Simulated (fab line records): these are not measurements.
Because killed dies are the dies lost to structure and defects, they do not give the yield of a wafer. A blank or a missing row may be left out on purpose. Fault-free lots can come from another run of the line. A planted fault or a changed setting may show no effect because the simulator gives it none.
Comparing a struck lot with a sound one + flow sky130 + 15 out of 708 route steps
Sound: the wafers L562.3, L562.4, L562.6. The struck wafers were L570.2, L570.4, L570.6. The cause is given at the end.
For every step that has rows: the tool of each side, followed by ch and its chambers, followed by its first start. Under that, the readings that differ: sound wafers + struck wafers + difference of the means + sigmas: that difference in standard deviations of wafers without a fault.
alike: readings whose means differ by less than 2 such deviations, and words and numbers that are the same on both sides. not compared: withheld readings, readings that some wafer has no value for, bounds like >300 that may hide the same value, and numbers for which the record gives no deviation and whose values overlap.
The two part at a step that has a row with sigmas, a row that says differs or no value, or rows on one side only. Numbers that have no deviation but don't overlap get no sigmas and don't part them. Lack of a reading on every wafer of one side parts them only where that side has two or more wafers.

first, 5 steps without rows for these wafers: SKY_SONOS_TUNNEL_COAT_02 (resist thk 1140 nm); SKY_SONOS_TUNNEL_SOFTBAKE_03 (time 60 s); SKY_SONOS_TUNNEL_EXPOSE_04 (exposes mask TUNM, target cd 410 nm); SKY_SONOS_TUNNEL_PEB_05; SKY_SONOS_TUNNEL_DEVELOP_06 (develop time 60 s).
SKY_SONOS_TUNNEL_CD_MEAS_07: target cd 410 nm.
  sound: cdSem-02 at day 14 05:41; struck: cdSem-02 at day 17 06:41
  alike: cdNm
SKY_SONOS_TUNNEL_OVL_MEAS_08:
  sound: overlay-01 at day 14 05:47; struck: overlay-02 at day 17 06:47
  alike: SONOS_TUNNEL_OVL
then, 3 steps without rows for these wafers: SKY_SONOS_TUNNEL_IMPLANT_09; SKY_SONOS_TUNNEL_WET_ETCH_10 (etches SiO2 in dHF, target depth 14 nm, time 280 s); SKY_SONOS_TUNNEL_STRIP_11 (strips in SPM, time 600 s).
SKY_SONOS_TUNNEL_TW_MEAS_12:
  sound: filmMetro-04 at day 14 06:19; struck: filmMetro-03 at day 17 07:14
  alike: SONOS_TUNNEL_TW
then, 1 step without rows for these wafers: SKY_SONOS_TUNNEL_CLEAN_13 (cleans in dHF, time 20 s).
SKY_SONOS_ONO_OXIDATION_00: stabilise 600 s, purge 300 s, target thk 2.6 nm.
  sound on furnace-01 ch 0, day 14 06:28; struck on furnace-02 ch 0, day 17 07:38
| reading                | sound             | struck            | difference | sigmas |
|------------------------|-------------------|-------------------|------------|--------|
| spikeTcUpperC (C)      | 801.8 801.0 799.7 | 833.5 834.1 834.2 | +33.1      | +30    |
| zonePowerBottomPct (%) | 19.3 19.7 19.5    | 22.7 22.7 22.8    | +3.2       | +2     |
| zonePowerCentrePct (%) | 19.7 19.1 19.3    | 10.5 10.6 10.6    | -8.8       | -6     |
| zonePowerTopPct (%)    | 28.7 28.4 28.2    | 21.0 20.9 21.0    | -7.5       | -14    |
| zonePowerUpperPct (%)  | 16.4 16.4 16.4    | 24.1 24.3 24.2    | +7.8       | +6     |
SKY_SONOS_ONO_THK_MEAS_01:
  sound: filmMetro-02 at day 14 07:50; struck: filmMetro-02 at day 17 08:59
  alike: SONOS_ONO_OXIDATION_THK
-- here the record skips 33 days between the struck wafers' starts before and after, leaving off in module SONOS_ONO and picking up in module PAD_OPEN (first step shown: number 708 of the route) --
SKY_PAD_OPEN_PROBE_99:
  sound: prober-02 at day 48 05:32; struck: prober-01 at day 50 05:01
  alike: killed_at_M0_to_M3, killed_at_M4_up, killedAtContacts, killedAtFrontEnd, killedAtOther, killedDies, killedOnRim, killedOpen, killedShort

## WHERE THEY PART
Within this record, at SKY_SONOS_ONO_OXIDATION_00 only. Later steps at which nothing parts them and some readings are alike: SKY_SONOS_ONO_THK_MEAS_01, SKY_PAD_OPEN_PROBE_99.

WHY: the cause the simulator had injected
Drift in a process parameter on furnace-02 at SKY_SONOS_ONO_OXIDATION_00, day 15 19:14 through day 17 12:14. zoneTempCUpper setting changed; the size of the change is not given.
